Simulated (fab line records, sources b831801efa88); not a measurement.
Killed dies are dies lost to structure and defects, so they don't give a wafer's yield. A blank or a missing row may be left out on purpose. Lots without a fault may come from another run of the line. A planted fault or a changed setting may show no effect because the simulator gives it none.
Tool commonality check | flow gf180mcu | 13 lots, 39 wafers sampled

WHY IT WAS OPENED
At GF_HV_LDD_TW_MEAS_50 the reading HV_LDD_4_TW is flagged on 2 of 13 lots. Wafers without a fault read 567, standard deviation 3.7.
Rule: a lot is flagged when every wafer of it that has a number lies more than 4 standard deviations from that mean, or none has a number. The other lots count as sound.

lot  | measured     | on            | HV_LDD_4_TW, wafer by wafer | flag
L616 | day 14 07:09 | film_metro-03 | 571 573 571                 |
L618 | day 15 01:31 | film_metro-03 | 512 510 509                 | FLAGGED
L621 | day 16 02:41 | film_metro-03 | 507 505 507                 | FLAGGED
L622 | day 16 11:38 | film_metro-04 | 561 561 562                 |
L623 | day 16 16:24 | film_metro-03 | 570 567 568                 |
L624 | day 17 00:11 | film_metro-04 | 563 559 564                 |
L625 | day 17 15:23 | film_metro-04 | 564 561 564                 |
L626 | day 17 19:23 | film_metro-01 | 565 565 567                 |
L628 | day 18 10:59 | film_metro-01 | 567 567 570                 |
L629 | day 18 17:26 | film_metro-03 | 568 567 569                 |
L630 | day 18 23:20 | film_metro-04 | 567 565 563                 |
L632 | day 19 13:55 | film_metro-01 | 565 563 565                 |
L633 | day 20 01:59 | film_metro-04 | 567 562 562                 |
The numbers of the flagged lots are 508 on average: -59 against the usual, or -16 standard deviations.

WHICH TOOL RAN EACH LOT
The record holds 2 process steps before the reading, out of a route of 602 steps. In each cell: the tool, then ch and the chambers that the sampled wafers went through, then the start.
lot  | flag    | GF_VT_IMPLANT_STRIP_09               | GF_HV_LDD_IMPLANT_48
L616 |         | plasma_asher-02 ch 0,1, day 7 07:35  | implanter-04 ch 0, day 14 06:56
L618 | FLAGGED | plasma_asher-03 ch 0,1, day 7 18:58  | implanter-03 ch 0, day 15 01:16
L621 | FLAGGED | plasma_asher-03 ch 0, day 8 14:09    | implanter-03 ch 0, day 16 02:27
L622 |         | plasma_asher-03 ch 0,1, day 8 19:33  | implanter-02 ch 0, day 16 11:20
L623 |         | plasma_asher-01 ch 0,1, day 8 23:36  | implanter-02 ch 0, day 16 16:11
L624 |         | plasma_asher-03 ch 0,1, day 9 05:16  | implanter-02 ch 0, day 16 23:56
L625 |         | plasma_asher-01 ch 0,1, day 9 17:31  | implanter-02 ch 0, day 17 15:09
L626 |         | plasma_asher-02 ch 0,1, day 9 17:58  | implanter-02 ch 0, day 17 19:08
L628 |         | plasma_asher-02 ch 0,1, day 10 07:38 | implanter-03 ch 0, day 18 10:46
L629 |         | plasma_asher-03 ch 0,1, day 10 13:34 | implanter-02 ch 0, day 18 17:11
L630 |         | plasma_asher-01 ch 0,1, day 10 17:21 | implanter-02 ch 0, day 18 23:07
L632 |         | plasma_asher-01 ch 0,1, day 11 03:40 | implanter-03 ch 0, day 19 13:41
L633 |         | plasma_asher-02 ch 0,1, day 11 11:28 | implanter-03 ch 0, day 20 01:45
What these steps do:
- GF_VT_IMPLANT_STRIP_09: strips in O2/N2.
- GF_HV_LDD_IMPLANT_48
- GF_HV_LDD_TW_MEAS_50

FLAGGED OVER TOTAL, TOOL BY TOOL (the gauges that took the reading come last)
step                   | tool            | lots run | flagged | share of the flagged lots | sound lots run after its first flagged lot
GF_VT_IMPLANT_STRIP_09 | plasma_asher-01 | 4        | 0       | none                      | -
GF_VT_IMPLANT_STRIP_09 | plasma_asher-02 | 4        | 0       | none                      | -
GF_VT_IMPLANT_STRIP_09 | plasma_asher-03 | 5        | 2       | all                       | 3 (L622,L624,L629)
GF_HV_LDD_IMPLANT_48   | implanter-02    | 7        | 0       | none                      | -
GF_HV_LDD_IMPLANT_48   | implanter-03    | 5        | 2       | all                       | 3 (L628,L632,L633)
GF_HV_LDD_IMPLANT_48   | implanter-04    | 1        | 0       | none                      | -
GF_HV_LDD_TW_MEAS_50   | film_metro-01   | 3        | 0       | none                      | -
GF_HV_LDD_TW_MEAS_50   | film_metro-03   | 5        | 2       | all                       | 2 (L623,L629)
GF_HV_LDD_TW_MEAS_50   | film_metro-04   | 5        | 0       | none                      | -

WHAT THE TABLE ALLOWS
3 rows of the table ran every flagged lot: plasma_asher-03 at GF_VT_IMPLANT_STRIP_09, implanter-03 at GF_HV_LDD_IMPLANT_48, film_metro-03 at GF_HV_LDD_TW_MEAS_50.
- plasma_asher-03 at GF_VT_IMPLANT_STRIP_09: 2 of its 5 lots flagged. Sound lots ran on it after the first flagged one (L622, L624, L629), which a lasting fault on the whole tool wouldn't allow.
- implanter-03 at GF_HV_LDD_IMPLANT_48: 2 of its 5 lots flagged. Sound lots ran on it after the first flagged one (L628, L632, L633), which a lasting fault on the whole tool wouldn't allow.
- film_metro-03 at GF_HV_LDD_TW_MEAS_50: 2 of its 5 lots flagged. Sound lots ran on it after the first flagged one (L623, L629), which a lasting fault on the whole tool wouldn't allow.
No row of the table ran every flagged lot and no sound lot after the first.

WHAT THE SIMULATOR HAD PUT IN
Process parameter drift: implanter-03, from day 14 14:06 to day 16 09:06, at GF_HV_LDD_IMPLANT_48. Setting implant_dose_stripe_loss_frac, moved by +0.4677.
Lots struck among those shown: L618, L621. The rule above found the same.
